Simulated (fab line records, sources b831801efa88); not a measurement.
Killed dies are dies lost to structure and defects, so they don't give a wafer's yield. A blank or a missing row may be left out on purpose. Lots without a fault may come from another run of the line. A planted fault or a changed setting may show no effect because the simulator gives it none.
Which tool did it? | flow gf180mcu | 12 lots, 36 wafers sampled, at 5 steps of a route of 602

WHAT THE GAUGES READ, wafer by wafer
GF_VT_IMPLANT_OVL_MEAS_40. Usual: VT_IMPLANT_03_OVL -0.1 nm, standard deviation 1.3.
lot  | measured     | on         | VT_IMPLANT_03_OVL (nm) | flag
L544 | day 8 07:16  | overlay-01 | -0.4 1.1 0.2           |
L545 | day 8 17:08  | overlay-02 | -1.5 -1.3 -0.8         |
L550 | day 10 03:10 | overlay-02 | 1.0 -0.3 -1.8          |
L553 | day 11 01:05 | overlay-01 | -1.0 -1.6 0.1          |
L554 | day 11 09:30 | overlay-01 | 0.9 -0.3 1.0           |
L556 | day 11 20:13 | overlay-01 | 1.1 2.5 1.5            |
L560 | day 12 22:30 | overlay-02 | 0.2 0.6 0.4            |
L561 | day 13 11:26 | overlay-02 | 0.1 1.2 0.3            |
L562 | day 13 13:31 | overlay-01 | -0.4 0.3 -1.1          |
L563 | day 13 17:35 | overlay-02 | -0.2 1.6 1.1           |
L566 | day 14 15:38 | overlay-02 | 0.9 0.5 -0.3           |
L567 | day 14 21:35 | overlay-01 | 2.0 1.5 1.4            |

GF_VT_IMPLANT_RS_MEAS_48: measures by four-point-probe. Usual: LVPWELL_RS 1196.9 ohm/sq, standard deviation 2.9.
lot  | measured     | on            | LVPWELL_RS (ohm/sq)  | flag
L544 | day 8 08:01  | film_metro-02 | 1195.1 1196.7 1191.3 |
L545 | day 8 17:54  | film_metro-04 | 1194.9 1196.0 1194.2 |
L550 | day 10 03:55 | film_metro-03 | 1196.1 1192.4 1193.2 |
L553 | day 11 01:50 | film_metro-03 | 1219.4 1216.8 1215.6 | OFF
L554 | day 11 10:15 | film_metro-03 | 1216.2 1214.3 1215.0 | OFF
L556 | day 11 20:58 | film_metro-04 | 1196.6 1198.4 1197.0 |
L560 | day 12 23:16 | film_metro-04 | 1192.0 1197.0 1197.5 |
L561 | day 13 12:11 | film_metro-04 | 1197.5 1195.7 1198.6 |
L562 | day 13 14:17 | film_metro-03 | 1191.7 1193.4 1193.0 |
L563 | day 13 18:20 | film_metro-02 | 1197.7 1197.7 1198.3 |
L566 | day 14 16:23 | film_metro-02 | 1193.9 1198.0 1195.5 |
L567 | day 14 22:23 | film_metro-04 | 1194.4 1196.8 1198.8 |

GF_POLY_GATE_THK_MEAS_01. Usual: POLY_GATE_CVD_00_THK 199.6 nm, standard deviation 2.
lot  | measured     | on            | POLY_GATE_CVD_00_THK (nm) | flag
L544 | day 9 08:49  | film_metro-04 | 198.2 200.6 198.3         |
L545 | day 9 20:49  | film_metro-01 | 199.7 201.2 199.6         |
L550 | day 11 05:37 | film_metro-01 | 200.4 199.2 201.4         |
L553 | day 12 05:38 | film_metro-04 | 201.4 200.3 201.0         |
L554 | day 12 14:55 | film_metro-02 | 199.2 197.7 198.2         |
L556 | day 12 23:49 | film_metro-04 | 200.6 201.2 200.3         |
L560 | day 14 01:28 | film_metro-02 | 196.3 196.3 195.6         |
L561 | day 14 14:50 | film_metro-01 | 198.3 196.8 197.6         |
L562 | day 14 16:28 | film_metro-04 | 198.7 199.4 197.4         |
L563 | day 14 21:46 | film_metro-02 | 198.8 198.0 201.0         |
L566 | day 15 20:29 | film_metro-01 | 203.3 202.7 202.4         |
L567 | day 16 01:38 | film_metro-02 | 201.2 200.4 202.5         |

WHICH TOOL RAN EACH LOT (tool, then ch and the chambers of the sampled wafers, then the start)
lot  | GF_LVPWELL_IMPLANT_09          | GF_VT_IMPLANT_STRIP_20
L544 | implanter-03 ch 0, day 4 00:46 | plasma_asher-04 ch 0,1, day 6 18:39
L545 | implanter-03 ch 0, day 4 09:33 | plasma_asher-04 ch 0,1, day 7 04:46
L550 | implanter-03 ch 0, day 5 14:08 | plasma_asher-03 ch 0,1, day 8 12:33
L553 | implanter-03 ch 0, day 6 07:19 | plasma_asher-01 ch 0,1, day 9 10:05
L554 | implanter-03 ch 0, day 6 13:31 | plasma_asher-04 ch 0,1, day 9 16:55
L556 | implanter-02 ch 0, day 6 23:39 | plasma_asher-04 ch 0,1, day 10 02:24
L560 | implanter-01 ch 0, day 7 21:04 | plasma_asher-03 ch 0,1, day 11 04:53
L561 | implanter-02 ch 0, day 8 07:46 | plasma_asher-01 ch 0,1, day 11 17:27
L562 | implanter-01 ch 0, day 8 10:03 | plasma_asher-04 ch 0,1, day 11 19:11
L563 | implanter-01 ch 0, day 8 14:56 | plasma_asher-03 ch 0,1, day 11 23:40
L566 | implanter-01 ch 0, day 9 10:19 | plasma_asher-03 ch 0,1, day 12 21:47
L567 | implanter-02 ch 0, day 9 14:28 | plasma_asher-01 ch 0,1, day 13 02:38
- GF_LVPWELL_IMPLANT_09
- GF_VT_IMPLANT_STRIP_20: strips in O2/N2.

WHAT THE TOOLS THEMSELVES READ (means of the sampled wafers that have a number; where no wafer has one, the mark that the record gives instead)
GF_LVPWELL_IMPLANT_09. Usual: beam_on_s 10.01 s, standard deviation 0.19.
lot  | tool         | beam_on_s (s) | flag
L544 | implanter-03 | 10.08         |
L545 | implanter-03 | 10.12         |
L550 | implanter-03 | 9.88          |
L553 | implanter-03 | 9.70          |
L554 | implanter-03 | 9.93          |
L556 | implanter-02 | 9.95          |
L560 | implanter-01 | 10.05         |
L561 | implanter-02 | 10.08         |
L562 | implanter-01 | 10.15         |
L563 | implanter-01 | 9.98          |
L566 | implanter-01 | 10.11         |
L567 | implanter-02 | 9.99          |

GF_VT_IMPLANT_STRIP_20. Usual: drypump_motor_current_A 5.8 A, standard deviation 0.45; heater_power_w 319 W, standard deviation 33; oes_product_au 0.716 a.u., standard deviation 0.0048; strip_time_to_endpoint_s 12.64 s, standard deviation 0.041.
lot  | tool            | drypump_motor_current_A (A) | heater_power_w (W) | oes_product_au (a.u.) | strip_time_to_endpoint_s (s) | flag
L544 | plasma_asher-04 | 5.8                         | 342                | 0.712                 | 12.62                        |
L545 | plasma_asher-04 | 5.7                         | 334                | 0.714                 | 12.68                        |
L550 | plasma_asher-03 | 6.1                         | 300                | 0.714                 | 12.64                        |
L553 | plasma_asher-01 | 5.2                         | 309                | 0.716                 | 12.63                        |
L554 | plasma_asher-04 | 5.6                         | 359                | 0.711                 | 12.66                        |
L556 | plasma_asher-04 | 5.7                         | 335                | 0.722                 | 12.65                        |
L560 | plasma_asher-03 | 6.3                         | 298                | 0.716                 | 12.58                        |
L561 | plasma_asher-01 | 5.4                         | 298                | 0.711                 | 12.65                        |
L562 | plasma_asher-04 | 5.7                         | 359                | 0.721                 | 12.64                        |
L563 | plasma_asher-03 | 6.1                         | 301                | 0.718                 | 12.64                        |
L566 | plasma_asher-03 | 6.0                         | 305                | 0.715                 | 12.57                        |
L567 | plasma_asher-01 | 5.2                         | 310                | 0.721                 | 12.56                        |

THE ANSWER, worked out from the rows above alone
Rule: a lot is off if the mean of its wafers that have a number lies more than 3 standard deviations from the usual mean. A lot without any number at a reading at which 4 lots or more have one is off too. The other lots that the step has rows for count as sound. The gauges are gone through in route order, then the tools' own readings, and for those a lot's mean is taken as printed above. The first step at which some lot is off is used, and at that step the reading that is off furthest; a lot without a number counts as furthest.
Off: L553, L554, at GF_VT_IMPLANT_RS_MEAS_48 (LVPWELL_RS).
A tool fits if, at a process step before that reading, it ran every lot that is off, and no sound lot after the first of them. The gauges at GF_VT_IMPLANT_RS_MEAS_48 are tried like those tools. One fits: implanter-03 at GF_LVPWELL_IMPLANT_09. Its last sound lot is L550 (day 5 14:08), its first lot that is off L553 (day 6 07:19): a fault that began between those two fits.

WHAT THE SIMULATOR HAD PUT IN
Process parameter drift: implanter-03, from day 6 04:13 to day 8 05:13, at GF_LVPWELL_IMPLANT_09. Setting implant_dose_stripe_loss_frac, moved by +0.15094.
Lots struck among those shown: L553, L554. The rule above found the same.
